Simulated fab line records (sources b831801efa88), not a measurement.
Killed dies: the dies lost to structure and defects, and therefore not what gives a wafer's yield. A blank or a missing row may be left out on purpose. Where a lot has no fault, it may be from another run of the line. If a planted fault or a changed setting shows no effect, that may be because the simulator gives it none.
A struck lot beside a sound one + flow gf180mcu + 43 steps out of a route of 602
Sound: these wafers, L361.1, L361.4, L361.5. Struck: wafers L379.3, L379.6. (L379.5 of the same lot was not struck and is left out.) The cause comes at the end.
Order at every step that has rows: each side's tool, ch and its chambers, its first start. Under that, the readings that differ: sound wafers + struck wafers + difference of the means + sigmas: that difference in standard deviations of wafers without a fault.
alike: words and numbers the same on both sides, and readings whose means are apart by under 2 such deviations; not compared: readings that were withheld, readings missing a value for some wafer, numbers with overlapping values and no deviation given by the record, and bounds like >300 which may hide the same value.
A row with sigmas, a row that says differs or no value, or rows on one side alone: a step with any of these is where the two part. Numbers that don't overlap but have no deviation are shown without sigmas and don't part them. A reading missing from all wafers of one side parts the sides only when that side holds two or more wafers.

first, 4 steps without rows for these wafers: GF_V4_SOFTBAKE_10 (time 60 s); GF_V4_EXPOSE_11 (exposes mask Via4, target cd 260 nm); GF_V4_PEB_12 (peb time 90 s); GF_V4_DEVELOP_13 (develop time 60 s).
GF_V4_CD_MEAS_14: the cd target is 260 nm.
  sound on cd-sem-02, day 24 15:26; struck on cd-sem-01, day 30 05:57
  alike: cd-nm
GF_V4_OVL_MEAS_15:
  sound on overlay-01, day 24 15:33; struck on overlay-01, day 30 06:02
  alike: V4_OVL
then, 6 steps without rows for these wafers: GF_V4_ETCH_16 (etches BARC in N2/H2); GF_V4_ETCH_17 (etches SiO2 in C4F8/O2/Ar, stops on TiN, target depth 630 nm); GF_V4_STRIP_18 (strips in O2/N2); GF_V4_STRIP_19 (strips in post etch residue remover, time 1200 s); GF_V4_CLEAN_20 (cleans in DIW); GF_V4_SPUTTER_21 (material Ti, target thk 15 nm, time 80.02 s).
GF_V4_SPUTTER_22: material TiN, target thk 10 nm, time 40 s.
  sound on pvd-sputter-04, day 24 16:20; struck on pvd-sputter-01, day 30 06:47
  alike: throttle-valve-pct
then, 1 step without rows for these wafers: GF_V4_CVD_23 (deposits W, target thk 350 nm, time 104.9 s).
GF_V4_RS_MEAS_24: uses a four-point probe to measure.
  sound on film-metro-01, day 24 16:29; struck on film-metro-03, day 30 06:59
  alike: V4_W_RS
GF_V4_THK_MEAS_25: measures by xrf.
  sound on film-metro-01, day 24 16:37; struck on film-metro-03, day 30 07:05
  alike: V4_W_THK
then, 3 steps without rows for these wafers: GF_V4_CMP_26 (polishes, stops on SiO2, t overpolish 15 s, target thk 0 nm); GF_MIM_SPUTTER_00 (material Ti, target thk 37.5 nm, time 150 s); GF_MIM_SPUTTER_01 (material TiN, target thk 30 nm, time 25 s).
GF_MIM_SPUTTER_02: material AlCu, target thk 450 nm, time 23.9 s.
  sound on pvd-sputter-01, day 24 17:06; struck on pvd-sputter-04, day 30 07:34
  alike: throttle-valve-pct
then, 1 step without rows for these wafers: GF_MIM_SPUTTER_03 (material Ti, target thk 10 nm, time 6.7 s).
GF_MIM_SPUTTER_04: material TiN, target thk 50 nm, time 41.7 s.
  sound on pvd-sputter-01, day 24 17:09; struck on pvd-sputter-04, day 30 07:37
  alike: throttle-valve-pct
GF_MIM_CVD_05: deposits Si3N4, target thk 42 nm, time 29.086 s.
  sound on pecvd-03 ch 0,1,2, day 24 17:11; struck on pecvd-03 ch 1, day 30 07:39
| reading                  | sound       | struck  | difference | sigmas |
|--------------------------|-------------|---------|------------|--------|
| heater-power-outer-w (W) | 316 332 392 | 448 454 | +104       | +2     |
  alike: heater-power-w
GF_MIM_THK_MEAS_06:
  sound on film-metro-02, day 24 17:13; struck on film-metro-02, day 30 07:42
  alike: MIM_CVD_05_THK
GF_MIM_SPUTTER_07: material TiN, target thk 60 nm, time 50 s.
  sound on pvd-sputter-02, day 24 17:17; struck on pvd-sputter-01, day 30 07:44
  alike: throttle-valve-pct
then, 1 step without rows for these wafers: GF_MIM_SPUTTER_08 (material AlCu, target thk 200 nm, time 10.6 s).
GF_MIM_SPUTTER_09: material TiN, target thk 35 nm, time 29.2 s.
  sound on pvd-sputter-02, day 24 17:21; struck on pvd-sputter-01, day 30 07:49
  alike: throttle-valve-pct
GF_MIM_RS_MEAS_10: uses a four-point probe to measure.
  sound on film-metro-01, day 24 17:23; struck on film-metro-01, day 30 07:54
  alike: MIM_ALCU_RS
GF_MIM_THK_MEAS_11: measures by xrf.
  sound on film-metro-01, day 24 17:30; struck on film-metro-01, day 30 08:00
  alike: MIM_ALCU_THK
then, 13 steps without rows for these wafers: GF_MIM_DEHYDRATE_12 (time 60 s); GF_MIM_HMDS_13 (prime time 60 s); GF_MIM_COAT_14 (resist thk 1000 nm); GF_MIM_SOFTBAKE_15 (time 60 s); GF_MIM_EXPOSE_16 (exposes mask FuseTop, target cd 2000 nm); GF_MIM_PEB_17; GF_MIM_DEVELOP_18 (develop time 60 s); GF_MIM_METAL_ETCH_19 (etches the open film in Cl2/BCl3, stops on Si3N4, target depth 324.5 nm, time 54.1 s); GF_MIM_STRIP_20 (strips in O2/N2); GF_MIM_STRIP_21 (strips in post etch residue remover, time 1200 s); GF_MIM_CLEAN_22 (cleans in DIW); GF_M5_DEHYDRATE_00 (time 60 s); GF_M5_HMDS_01 (prime time 60 s).
-- the record jumps here: 4 days lie between the struck wafers' starts before and after (it left off in module M5 and takes up again in module PASSIVATION, whose first step shown is number 602 of the route) --
GF_PASSIVATION_PROBE_99:
  rows exist in the record for the struck wafers here (prober-01, day 34 02:31), but not for the sound ones

## WHERE THEY PART
Last at GF_PASSIVATION_PROBE_99 as far as this record goes, first at GF_MIM_CVD_05.

WHY: whatever the simulator had introduced
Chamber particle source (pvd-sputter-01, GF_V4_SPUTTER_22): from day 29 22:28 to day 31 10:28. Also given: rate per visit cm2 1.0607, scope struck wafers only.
